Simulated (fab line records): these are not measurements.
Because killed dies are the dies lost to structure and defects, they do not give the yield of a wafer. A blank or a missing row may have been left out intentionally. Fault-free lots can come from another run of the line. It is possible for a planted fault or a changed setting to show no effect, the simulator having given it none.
fab line records    flow gf180mcu
record lots=24  wafers=72  last_day=34
route steps=602 shown V1@338 M2@362 V2@398 V3@452 MIM@507
lots that met no fault: taken from a fault-free run of the same line
start_h: hours from the record's first day to the start of the lot's first wafer shown    wait_h: time in hours since the lot's previous step    " unchanged from the row above    L1.1+2: a single row standing in for several wafers    - value missing, or start not given    * or withheld: withheld    < > ~ a bound
route shown NAME@n: a module of which the file shows steps, and the number in the route of the first    usual: mean and standard deviation over wafers with no fault    same: alike in all rows    chamber/n: place in a boat    sites: each site's reading    _std_site: the values' standard deviation    _edge_site: the outer-site mean with the inner-site mean subtracted    radius_mm: for every site, how far away it sits from the centre of the wafer    mask NAME#n: copy n    behind: the last tool/chamber to shape the wafer    hold: what put the lot on hold/how long, in hours/how the hold closed    device: whichever transistor did not switch (one of n, p or np)    end of line: the same wafers' tests at the end of the route    a step with no rows: only its recipe    killed: at the first sort, the dies lost to defects and structure; wafer yield is something else    map: a wafer's dies, x killed, . not, _ none there
set.NAME: the setting the step ran with; set.NAME@STEP: the setting that earlier step ran with    model.NAME: the simulator's own value behind a step, which no gauge read
route steps across a sampled set of lots; one table per step, one row per wafer
services: the hour from which a tool's chamber was out of use, counted from the record's first day as start_h (under 0 if before that day), plus the number of hours and why
## steps
# step GF_V1_THK_MEAS_03
# recipe reads=SiO2_of_V1_CVD_02
# usual V1_CVD_02_THK=849/11
lot.wafer  tool           chamber  start_h  wait_h  V1_CVD_02_THK[nm]
L074.1     film_metro-02  -        395.91   0.0     841
L074.3     "              -        "        "       836
L074.5     "              -        "        "       858
L075.2     film_metro-02  -        400.26   0.0     832
L075.3     "              -        "        "       837
L075.6     "              -        "        "       861
L077.2     film_metro-02  -        409.88   0.0     838
L077.3     "              -        "        "       830
L077.5     "              -        "        "       856
L076.2     film_metro-02  -        412.38   0.0     836
L076.3     "              -        "        "       834
L076.5     "              -        "        "       840
L078.1     film_metro-01  -        426.21   0.0     839
L078.2     "              -        "        "       851
L078.5     "              -        "        "       864
L079.3     film_metro-01  -        433.38   0.1     836
L079.5     "              -        "        "       867
L079.6     "              -        "        "       851
L080.4     film_metro-03  -        445.24   0.0     867
L080.5     "              -        "        "       845
L080.6     "              -        "        "       848
L081.1     film_metro-03  -        451.35   0.0     838
L081.2     "              -        "        "       856
L081.3     "              -        "        "       841
L082.2     film_metro-01  -        467.50   0.0     830
L082.3     "              -        "        "       838
L082.6     "              -        "        "       841
L083.4     film_metro-01  -        476.08   0.0     854
L083.5     "              -        "        "       853
L083.6     "              -        "        "       862
L084.1     film_metro-01  -        479.85   0.0     841
L084.4     "              -        "        "       859
L084.5     "              -        "        "       842
L085.1     film_metro-01  -        492.10   0.0     837
L085.4     "              -        "        "       869
L085.6     "              -        "        "       844
L086.1     film_metro-03  -        499.99   0.0     852
L086.2     "              -        "        "       839
L086.3     "              -        "        "       843
L087.3     film_metro-02  -        512.08   0.1     853
L087.5     "              -        "        "       853
L087.6     "              -        "        "       870
L089.2     film_metro-03  -        527.42   0.0     832
L089.4     "              -        "        "       858
L089.6     "              -        "        "       843
L088.2     film_metro-02  -        528.45   0.0     840
L088.4     "              -        "        "       853
L088.5     "              -        "        "       883
L091.2     film_metro-03  -        542.47   0.0     861
L091.3     "              -        "        "       831
L091.4     "              -        "        "       851
L090.1     film_metro-01  -        544.41   0.1     842
L090.2     "              -        "        "       847
L090.3     "              -        "        "       848
L092.3     film_metro-01  -        554.39   0.1     856
L092.5     "              -        "        "       869
L092.6     "              -        "        "       868
L093.2     film_metro-01  -        564.03   0.0     846
L093.3     "              -        "        "       841
L093.6     "              -        "        "       868
L095.1     film_metro-03  -        565.59   0.0     835
L095.3     "              -        "        "       839
L095.5     "              -        "        "       855
L094.1     film_metro-03  -        568.27   0.0     851
L094.3     "              -        "        "       854
L094.5     "              -        "        "       870
L096.1     film_metro-01  -        579.72   0.0     850
L096.3     "              -        "        "       839
L096.5     "              -        "        "       864
L097.2     film_metro-03  -        588.13   0.0     835
L097.3     "              -        "        "       854
L097.5     "              -        "        "       863
# step GF_M2_SPUTTER_00
# recipe material=Ti  target_thk_nm=37.5  arriving_ion_energy_ev=80  substrate_temp_c=200  chamber_pressure_pa=2  power_w=4000  time_s=150
# usual chamber_pressure_pa=2.000/0.0041  throttle_valve_pct=29.9/1
lot.wafer  tool            chamber  start_h  wait_h  chamber_pressure_pa  throttle_valve_pct
L074.1     pvd_sputter-03  -        422.53   0.2     1.997                29.9
L074.3     "               -        "        "       1.997                29.8
L074.5     "               -        "        "       1.999                30.0
L075.2     pvd_sputter-01  -        426.32   0.1     2.005                31.9
L075.3     "               -        "        "       1.997                28.9
L075.6     "               -        "        "       2.001                29.1
L077.2     pvd_sputter-03  -        435.20   0.1     1.993                29.8
L077.3     "               -        "        "       1.996                29.8
L077.5     "               -        "        "       2.006                30.2
L076.2     pvd_sputter-03  -        438.72   0.2     2.000                28.4
L076.3     "               -        "        "       1.995                30.0
L076.5     "               -        "        "       2.001                28.7
L078.1     pvd_sputter-03  -        452.50   0.2     2.001                28.9
L078.2     "               -        "        "       1.996                30.0
L078.5     "               -        "        "       1.999                29.7
L079.3     pvd_sputter-02  -        459.90   0.1     2.000                31.2
L079.5     "               -        "        "       2.009                31.4
L079.6     "               -        "        "       2.001                30.6
L080.4     pvd_sputter-01  -        471.86   0.1     1.996                31.6
L080.5     "               -        "        "       2.001                31.5
L080.6     "               -        "        "       2.003                29.1
L081.1     pvd_sputter-02  -        477.87   0.2     2.000                30.6
L081.2     "               -        "        "       2.001                31.5
L081.3     "               -        "        "       2.003                29.4
L082.2     pvd_sputter-02  -        493.24   0.1     1.999                29.3
L082.3     "               -        "        "       2.004                31.5
L082.6     "               -        "        "       1.999                30.8
L083.4     pvd_sputter-02  -        501.16   0.1     2.005                31.6
L083.5     "               -        "        "       1.994                30.8
L083.6     "               -        "        "       2.003                28.5
L084.1     pvd_sputter-03  -        505.46   0.1     2.006                29.8
L084.4     "               -        "        "       1.997                28.7
L084.5     "               -        "        "       1.995                29.8
L085.1     pvd_sputter-03  -        516.72   0.2     1.995                29.8
L085.4     "               -        "        "       1.999                29.9
L085.6     "               -        "        "       1.997                30.1
L086.1     pvd_sputter-03  -        525.31   0.1     2.003                29.6
L086.2     "               -        "        "       2.007                29.8
L086.3     "               -        "        "       2.004                28.4
L087.3     pvd_sputter-03  -        536.34   0.1     2.000                29.6
L087.5     "               -        "        "       2.002                29.8
L087.6     "               -        "        "       1.998                30.1
L089.2     pvd_sputter-02  -        552.31   0.1     2.001                28.5
L089.4     "               -        "        "       2.001                29.4
L089.6     "               -        "        "       2.006                30.6
L088.2     pvd_sputter-02  -        553.01   0.1     2.005                29.3
L088.4     "               -        "        "       2.002                31.0
L088.5     "               -        "        "       2.002                29.4
L091.2     pvd_sputter-02  -        566.97   0.1     1.999                31.5
L091.3     "               -        "        "       1.997                29.2
L091.4     "               -        "        "       1.995                31.4
L090.1     pvd_sputter-01  -        568.23   0.2     1.999                28.1
L090.2     "               -        "        "       1.996                30.7
L090.3     "               -        "        "       2.000                31.9
L092.3     pvd_sputter-03  -        578.37   0.1     2.003                29.8
L092.5     "               -        "        "       2.001                30.0
L092.6     "               -        "        "       1.988                29.6
L093.2     pvd_sputter-02  -        587.76   0.1     1.998                29.1
L093.3     "               -        "        "       1.998                31.4
L093.6     "               -        "        "       1.996                29.2
L095.1     pvd_sputter-02  -        589.16   0.1     2.001                28.8
L095.3     "               -        "        "       2.001                30.9
L095.5     "               -        "        "       2.001                29.4
L094.1     pvd_sputter-02  -        591.61   0.1     2.001                28.4
L094.3     "               -        "        "       1.992                29.4
L094.5     "               -        "        "       1.995                29.5
L096.1     pvd_sputter-01  -        603.03   0.1     1.996                31.7
L096.3     "               -        "        "       1.997                29.2
L096.5     "               -        "        "       2.005                31.9
L097.2     pvd_sputter-02  -        611.50   0.2     1.998                31.4
L097.3     "               -        "        "       2.002                29.5
L097.5     "               -        "        "       1.998                29.2
# step GF_V2_ETCH_16
# recipe chemistry=N2/H2  target_depth_a=withheld  overetch_a=withheld  time_s=withheld  target=BARC  ion_energy_ev=200  source_w=500  bias_w=100  pressure_mtorr=30  n2_flow_sccm=100  h2_flow_sccm=200
# usual bias_w=99.95/0.3  drypump_motor_current_A=6.0/0.41  oes_product_au=0.854/0.0043  throttle_valve_pct=13.226/0.0086
lot.wafer  tool         chamber  start_h  wait_h  bias_w  drypump_motor_current_A  oes_product_au  throttle_valve_pct
L074.1     rie_diel-02  1        472.26   0.0     100.01  5.5                      0.858           13.225
L074.3     "            3        "        "       100.03  6.4                      0.856           13.199
L074.5     "            0        "        "       100.00  6.4                      0.855           13.230
L075.2     rie_diel-03  2        477.60   0.0     99.40   6.4                      0.850           13.219
L075.3     "            3        "        "       100.10  5.7                      0.854           13.209
L075.6     "            3        "        "       100.27  5.7                      0.856           13.215
L077.2     rie_diel-03  3        485.06   0.0     100.08  5.7                      0.852           13.230
L077.3     "            2        "        "       99.98   6.4                      0.853           13.239
L077.5     "            2        "        "       100.15  6.4                      0.851           13.232
L076.2     rie_diel-03  3        489.10   0.0     99.91   5.7                      0.857           13.234
L076.3     "            1        "        "       99.88   5.8                      0.851           13.233
L076.5     "            1        "        "       99.33   5.8                      0.852           13.216
L078.1     rie_diel-04  1        502.31   0.0     99.55   6.5                      0.864           13.200
L078.2     "            3        "        "       100.18  6.4                      0.848           13.229
L078.5     "            2        "        "       99.84   6.0                      0.856           13.226
L079.3     rie_diel-02  1        508.06   0.0     99.78   5.5                      0.850           13.227
L079.5     "            3        "        "       99.70   6.4                      0.857           13.231
L079.6     "            2        "        "       99.48   6.5                      0.852           13.217
L080.4     rie_diel-02  2        520.61   0.0     99.85   6.5                      0.854           13.215
L080.5     "            1        "        "       100.01  5.5                      0.859           13.221
L080.6     "            2        "        "       100.27  6.4                      0.862           13.226
L081.1     rie_diel-02  2        525.71   0.0     99.06   6.4                      0.854           13.237
L081.2     "            0        "        "       99.76   6.4                      0.858           13.211
L081.3     "            1        "        "       100.16  5.5                      0.853           13.229
L082.2     rie_diel-04  3        541.61   0.0     99.84   6.4                      0.852           13.222
L082.3     "            0        "        "       99.59   5.3                      0.854           13.220
L082.6     "            1        "        "       99.57   6.5                      0.859           13.234
L083.4     rie_diel-03  3        549.35   0.0     100.52  5.7                      0.849           13.229
L083.5     "            3        "        "       100.18  5.7                      0.856           13.213
L083.6     "            0        "        "       99.82   5.7                      0.862           13.228
L084.1     rie_diel-02  0        553.86   0.0     100.23  6.4                      0.856           13.229
L084.4     "            3        "        "       100.06  6.4                      0.852           13.220
L084.5     "            0        "        "       100.00  6.4                      0.855           13.241
L085.1     rie_diel-02  1        563.76   0.0     99.70   5.5                      0.846           13.219
L085.4     "            0        "        "       99.82   6.4                      0.856           13.225
L085.6     "            3        "        "       99.33   6.4                      0.857           13.229
L086.1     rie_diel-02  3        572.46   0.0     100.10  6.4                      0.848           13.223
L086.2     "            0        "        "       99.76   6.4                      0.852           13.219
L086.3     "            1        "        "       99.59   5.5                      0.844           13.239
L087.3     rie_diel-04  3        582.96   0.0     100.03  6.4                      0.851           13.214
L087.5     "            1        "        "       100.09  6.5                      0.851           13.231
L087.6     "            3        "        "       100.07  6.4                      0.851           13.240
L089.2     rie_diel-02  3        597.31   0.0     100.25  6.4                      0.850           13.221
L089.4     "            1        "        "       100.18  5.5                      0.854           13.219
L089.6     "            1        "        "       99.50   5.5                      0.851           13.224
L088.2     rie_diel-03  0        598.61   0.0     99.89   5.7                      0.852           13.219
L088.4     "            0        "        "       99.99   5.7                      0.857           13.221
L088.5     "            2        "        "       100.01  6.4                      0.849           13.229
L091.2     rie_diel-02  2        611.71   0.0     100.21  6.5                      0.852           13.220
L091.3     "            3        "        "       99.80   6.4                      0.854           13.230
L091.4     "            0        "        "       99.86   6.4                      0.855           13.232
L090.1     rie_diel-04  1        612.96   0.0     100.38  6.5                      0.855           13.230
L090.2     "            3        "        "       99.79   6.4                      0.851           13.228
L090.3     "            0        "        "       99.82   5.3                      0.859           13.252
L092.3     rie_diel-04  2        623.15   0.0     99.78   5.9                      0.855           13.233
L092.5     "            3        "        "       99.69   6.4                      0.852           13.225
L092.6     "            2        "        "       99.16   6.0                      0.851           13.226
L093.2     rie_diel-04  1        631.40   0.0     100.40  6.5                      0.857           13.223
L093.3     "            3        "        "       99.97   6.4                      0.854           13.224
L093.6     "            2        "        "       100.16  6.0                      0.860           13.224
L095.1     rie_diel-03  0        633.46   0.0     100.30  5.6                      0.841           13.212
L095.3     "            1        "        "       100.05  5.8                      0.858           13.218
L095.5     "            1        "        "       100.20  5.8                      0.854           13.224
L094.1     rie_diel-02  0        635.41   0.0     99.89   6.4                      0.857           13.223
L094.3     "            1        "        "       99.89   5.5                      0.854           13.236
L094.5     "            2        "        "       100.45  6.4                      0.854           13.219
L096.1     rie_diel-03  0        646.06   0.0     100.05  5.7                      0.861           13.229
L096.3     "            2        "        "       99.68   6.4                      0.852           13.231
L096.5     "            0        "        "       100.49  5.7                      0.855           13.216
L097.2     rie_diel-02  2        654.41   0.0     99.85   6.4                      0.857           13.219
L097.3     "            3        "        "       100.07  6.4                      0.854           13.222
L097.5     "            0        "        "       99.42   6.3                      0.857           13.213
# step GF_V2_STRIP_18
# recipe chemistry=O2/N2  power_w=1400  pressure_mtorr=1500  platen_temp_c=250  o2_flow_sccm=3000  n2_flow_sccm=300  overash_fraction=0.5
# usual drypump_motor_current_A=5.5/0.32  heater_power_w=344/37  oes_product_au=0.593/0.0048
lot.wafer  tool             chamber  start_h  wait_h  drypump_motor_current_A  heater_power_w  oes_product_au  rf_hours_counter_h
L074.1     plasma_asher-03  1        472.39   -       5.6                      367             0.589           36
L074.3     "                0        "        "       5.6                      354             0.590           -
L074.5     "                1        "        "       5.6                      363             0.589           -
L075.2     plasma_asher-01  0        477.73   -       5.0                      297             0.589           82
L075.3     "                0        "        "       5.0                      298             0.589           -
L075.6     "                1        "        "       5.5                      309             0.593           -
L077.2     plasma_asher-03  1        485.19   -       5.6                      358             0.596           37
L077.3     "                1        "        "       5.6                      365             0.587           -
L077.5     "                1        "        "       5.6                      363             0.599           -
L076.2     plasma_asher-03  0        489.22   -       5.6                      346             0.601           37
L076.3     "                0        "        "       5.6                      355             0.597           -
L076.5     "                0        "        "       5.6                      346             0.594           -
L078.1     plasma_asher-02  1        502.44   -       6.0                      429             0.592           8
L078.2     "                0        "        "       6.0                      342             0.596           8
L078.5     "                1        "        "       6.0                      413             0.598           -
L079.3     plasma_asher-02  1        508.22   -       6.0                      429             0.593           -
L079.5     "                0        "        "       6.0                      334             0.590           -
L079.6     "                1        "        "       6.0                      429             0.597           -
L080.4     plasma_asher-02  1        520.77   -       6.0                      423             0.604           -
L080.5     "                0        "        "       6.0                      336             0.586           -
L080.6     "                1        "        "       6.0                      418             0.584           -
L081.1     plasma_asher-03  0        525.84   -       5.6                      346             0.594           40
L081.2     "                1        "        "       5.6                      368             0.593           40
L081.3     "                0        "        "       5.6                      350             0.588           -
L082.2     plasma_asher-01  0        541.74   -       5.0                      300             0.601           90
L082.3     "                0        "        "       5.0                      299             0.597           -
L082.6     "                0        "        "       5.0                      299             0.595           -
L083.4     plasma_asher-03  1        549.51   -       5.6                      356             0.596           -
L083.5     "                1        "        "       5.6                      364             0.599           -
L083.6     "                0        "        "       5.6                      352             0.591           -
L084.1     plasma_asher-02  0        553.99   -       6.0                      343             0.594           14
L084.4     "                0        "        "       6.0                      333             0.588           -
L084.5     "                0        "        "       6.0                      335             0.596           -
L085.1     plasma_asher-03  1        563.89   -       5.6                      362             0.589           43
L085.4     "                0        "        "       5.6                      361             0.590           -
L085.6     "                1        "        "       5.6                      361             0.593           -
L086.1     plasma_asher-01  0        572.59   -       5.0                      312             0.591           93
L086.2     "                1        "        "       5.5                      310             0.596           93
L086.3     "                0        "        "       5.0                      303             0.590           -
L087.3     plasma_asher-03  0        583.12   -       5.6                      349             0.593           -
L087.5     "                0        "        "       5.6                      353             0.594           -
L087.6     "                1        "        "       5.6                      353             0.593           -
L089.2     plasma_asher-03  0        597.44   -       5.6                      356             0.584           47
L089.4     "                1        "        "       5.6                      358             0.599           -
L089.6     "                0        "        "       5.6                      351             0.586           -
L088.2     plasma_asher-03  0        598.74   -       5.6                      342             0.599           47
L088.4     "                0        "        "       5.6                      350             0.592           -
L088.5     "                1        "        "       5.6                      366             0.598           -
L091.2     plasma_asher-01  0        611.84   -       5.0                      296             0.596           98
L091.3     "                1        "        "       5.4                      310             0.590           -
L091.4     "                0        "        "       5.0                      294             0.595           -
L090.1     plasma_asher-01  0        613.09   -       5.0                      295             0.590           98
L090.2     "                1        "        "       5.4                      315             0.593           98
L090.3     "                0        "        "       4.9                      304             0.593           -
L092.3     plasma_asher-01  0        623.31   -       5.0                      295             0.598           -
L092.5     "                1        "        "       5.4                      315             0.603           -
L092.6     "                0        "        "       5.0                      299             0.596           -
L093.2     plasma_asher-01  1        631.53   -       5.4                      311             0.590           100
L093.3     "                1        "        "       5.4                      311             0.590           -
L093.6     "                1        "        "       5.4                      311             0.600           -
L095.1     plasma_asher-02  0        633.59   -       6.0                      345             0.598           23
L095.3     "                0        "        "       6.0                      334             0.592           -
L095.5     "                1        "        "       6.0                      428             0.588           -
L094.1     plasma_asher-03  1        635.54   -       5.6                      362             0.588           51
L094.3     "                1        "        "       5.6                      372             0.596           -
L094.5     "                1        "        "       5.6                      361             0.598           -
L096.1     plasma_asher-03  0        646.19   -       5.6                      341             0.589           52
L096.3     "                0        "        "       5.6                      345             0.590           -
L096.5     "                1        "        "       5.6                      377             0.593           -
L097.2     plasma_asher-01  0        654.54   -       4.9                      296             0.601           102
L097.3     "                0        "        "       5.0                      299             0.586           -
L097.5     "                0        "        "       5.0                      291             0.589           -
# step GF_V3_CVD_23
# recipe material=W  target_thk_nm=350  time_s=104.9  temp_c=400  pressure_torr=40
# usual heater_power_w=820/77
lot.wafer  tool      chamber  start_h  wait_h  heater_power_w
L074.1     cvd_w-01  0        522.91   0.0     799
L074.3     "         1        "        "       827
L074.5     "         1        "        "       828
L075.2     cvd_w-02  0        533.58   0.0     955
L075.3     "         0        "        "       941
L075.6     "         1        "        "       697
L077.2     cvd_w-01  1        535.45   0.0     835
L077.3     "         1        "        "       829
L077.5     "         1        "        "       827
L076.2     cvd_w-02  0        539.08   0.0     945
L076.3     "         1        "        "       692
L076.5     "         0        "        "       902
L078.1     cvd_w-02  0        552.07   0.0     914
L078.2     "         1        "        "       713
L078.5     "         0        "        "       921
L079.3     cvd_w-02  1        556.85   0.1     702
L079.5     "         1        "        "       703
L079.6     "         0        "        "       931
L080.4     cvd_w-01  0        570.09   0.1     811
L080.5     "         0        "        "       789
L080.6     "         0        "        "       801
L081.1     cvd_w-02  1        574.17   0.0     709
L081.2     "         0        "        "       919
L081.3     "         0        "        "       934
L082.2     cvd_w-01  1        589.36   0.0     840
L082.3     "         0        "        "       791
L082.6     "         0        "        "       833
L083.4     cvd_w-02  1        596.86   0.1     698
L083.5     "         1        "        "       710
L083.6     "         0        "        "       938
L084.1     cvd_w-02  1        602.13   0.0     692
L084.4     "         0        "        "       932
L084.5     "         0        "        "       955
L085.1     cvd_w-01  0        611.21   0.0     785
L085.4     "         1        "        "       818
L085.6     "         0        "        "       815
L086.1     cvd_w-02  1        617.92   0.0     719
L086.2     "         0        "        "       922
L086.3     "         1        "        "       696
L087.3     cvd_w-01  1        628.81   0.1     841
L087.5     "         0        "        "       801
L087.6     "         1        "        "       844
L089.2     cvd_w-02  1        642.68   0.0     711
L089.4     "         0        "        "       911
L089.6     "         1        "        "       697
L088.2     cvd_w-02  1        644.04   0.0     716
L088.4     "         1        "        "       698
L088.5     "         0        "        "       935
L091.2     cvd_w-02  1        655.87   0.0     703
L091.3     "         0        "        "       935
L091.4     "         1        "        "       714
L090.1     cvd_w-01  0        657.72   0.0     808
L090.2     "         1        "        "       847
L090.3     "         1        "        "       819
L092.3     cvd_w-01  1        667.05   0.1     843
L092.5     "         0        "        "       803
L092.6     "         1        "        "       835
L093.2     cvd_w-01  0        674.46   0.0     813
L093.3     "         0        "        "       813
L093.6     "         0        "        "       823
L095.1     cvd_w-01  1        677.42   0.0     855
L095.3     "         0        "        "       806
L095.5     "         0        "        "       795
L094.1     cvd_w-01  0        678.20   0.0     823
L094.3     "         1        "        "       840
L094.5     "         0        "        "       796
L096.1     cvd_w-01  0        688.36   0.0     820
L096.3     "         1        "        "       824
L096.5     "         0        "        "       801
L097.2     cvd_w-01  0        696.05   0.0     833
L097.3     "         0        "        "       805
L097.5     "         1        "        "       861
# step GF_MIM_SPUTTER_04
# recipe material=TiN  target_thk_nm=50  power_w=6500  time_s=41.7  chamber_pressure_pa=0.4
# usual chamber_pressure_pa=0.3999/0.00075  throttle_valve_pct=29.5/0.93
lot.wafer  tool            chamber  start_h  wait_h  chamber_pressure_pa  throttle_valve_pct
L074.1     pvd_sputter-03  -        571.78   0.0     0.3993               30.0
L074.3     "               -        "        "       0.3994               29.9
L074.5     "               -        "        "       0.3999               29.8
L075.2     pvd_sputter-03  -        582.36   0.0     0.3991               29.9
L075.3     "               -        "        "       0.3995               28.8
L075.6     "               -        "        "       0.3993               28.6
L077.2     pvd_sputter-03  -        583.64   0.0     0.4001               29.8
L077.3     "               -        "        "       0.4009               29.7
L077.5     "               -        "        "       0.3994               29.8
L076.2     pvd_sputter-02  -        587.39   0.0     0.4006               30.6
L076.3     "               -        "        "       0.3999               29.4
L076.5     "               -        "        "       0.3994               31.3
L078.1     pvd_sputter-03  -        599.10   0.0     0.4000               30.0
L078.2     "               -        "        "       0.3995               29.5
L078.5     "               -        "        "       0.3991               30.2
L079.3     pvd_sputter-04  -        604.89   0.0     0.4001               29.1
L079.5     "               -        "        "       0.3984               29.5
L079.6     "               -        "        "       0.4003               28.9
L080.4     pvd_sputter-03  -        617.80   0.0     0.4000               29.6
L080.5     "               -        "        "       0.4015               28.7
L080.6     "               -        "        "       0.3999               29.5
L081.1     pvd_sputter-03  -        620.49   0.0     0.3994               28.7
L081.2     "               -        "        "       0.3984               30.1
L081.3     "               -        "        "       0.4009               30.0
L082.2     pvd_sputter-04  -        635.63   0.0     0.4007               29.1
L082.3     "               -        "        "       0.4001               29.3
L082.6     "               -        "        "       0.4014               28.9
L083.4     pvd_sputter-02  -        642.03   0.0     0.4001               31.6
L083.5     "               -        "        "       0.4000               30.9
L083.6     "               -        "        "       0.3996               31.7
L084.1     pvd_sputter-03  -        647.28   0.0     0.4014               29.9
L084.4     "               -        "        "       0.4000               30.1
L084.5     "               -        "        "       0.3999               29.8
L085.1     pvd_sputter-04  -        656.29   0.0     0.3997               28.9
L085.4     "               -        "        "       0.4004               29.4
L085.6     "               -        "        "       0.4000               28.3
L086.1     pvd_sputter-02  -        662.59   0.0     0.3998               28.3
L086.2     "               -        "        "       0.3990               29.3
L086.3     "               -        "        "       0.3993               31.4
L087.3     pvd_sputter-02  -        673.24   0.0     0.4012               30.5
L087.5     "               -        "        "       0.3995               31.4
L087.6     "               -        "        "       0.3999               29.2
L089.2     pvd_sputter-02  -        685.13   0.0     0.3994               30.3
L089.4     "               -        "        "       0.4000               28.5
L089.6     "               -        "        "       0.4006               29.5
L088.2     pvd_sputter-03  -        687.14   0.0     0.3998               28.5
L088.4     "               -        "        "       0.4009               30.0
L088.5     "               -        "        "       0.4000               28.7
L091.2     pvd_sputter-03  -        698.38   0.0     0.3993               28.4
L091.3     "               -        "        "       0.3998               29.9
L091.4     "               -        "        "       0.4005               29.6
L090.1     pvd_sputter-02  -        700.27   0.0     0.4003               28.6
L090.2     "               -        "        "       0.4014               30.7
L090.3     "               -        "        "       0.3999               31.3
L092.3     pvd_sputter-02  -        709.04   0.0     0.4008               29.3
L092.5     "               -        "        "       0.4005               29.3
L092.6     "               -        "        "       0.4000               31.5
L093.2     pvd_sputter-04  -        715.04   0.0     0.3999               28.8
L093.3     "               -        "        "       0.3993               29.2
L093.6     "               -        "        "       0.3979               29.2
L095.1     pvd_sputter-04  -        717.84   0.0     0.3994               29.3
L095.3     "               -        "        "       0.3990               28.0
L095.5     "               -        "        "       0.3996               29.1
L094.1     pvd_sputter-02  -        719.74   0.0     0.3996               29.3
L094.3     "               -        "        "       0.3998               31.4
L094.5     "               -        "        "       0.4000               28.4
L096.1     pvd_sputter-04  -        728.69   0.0     0.3995               28.0
L096.3     "               -        "        "       0.3999               29.6
L096.5     "               -        "        "       0.4006               29.2
L097.2     pvd_sputter-04  -        735.38   0.0     0.3992               28.8
L097.3     "               -        "        "       0.4007               28.1
L097.5     "               -        "        "       0.4000               28.9
## services
tool             chamber  start_h  hours  kind
cvd_w-02         0        418.46   9.8    repair
pvd_sputter-03   -        426.14   1.5    repair
cvd_w-02         0        428.34   2.7    repair
rie_diel-02      2        447.91   8.2    repair
rie_diel-02      2        465.05   30.0   repair
pvd_sputter-04   -        465.46   0.9    repair
plasma_asher-03  -        476.37   2.8    pm
cvd_w-02         -        482.86   14.6   pm
plasma_asher-03  -        495.15   13.1   repair
cvd_w-01         -        505.29   2.8    pm
cvd_w-02         0        510.65   3.9    repair
rie_diel-02      2        527.85   2.8    repair
pvd_sputter-02   -        531.79   3.8    repair
cvd_w-01         -        537.87   1.3    repair
cvd_w-01         -        548.04   14.6   pm
cvd_w-01         1        563.43   18.1   repair
pvd_sputter-03   -        599.17   2.7    repair
plasma_asher-03  -        633.45   2.0    repair
cvd_w-01         -        643.17   1.0    repair
rie_diel-02      1        679.44   3.2    repair
pvd_sputter-02   -        695.77   1.9    repair
rie_diel-02      1        700.59   8.1    repair
rie_diel-02      -        728.91   2.8    pm
plasma_asher-01  -        733.75   9.0    pm
## key
fault none
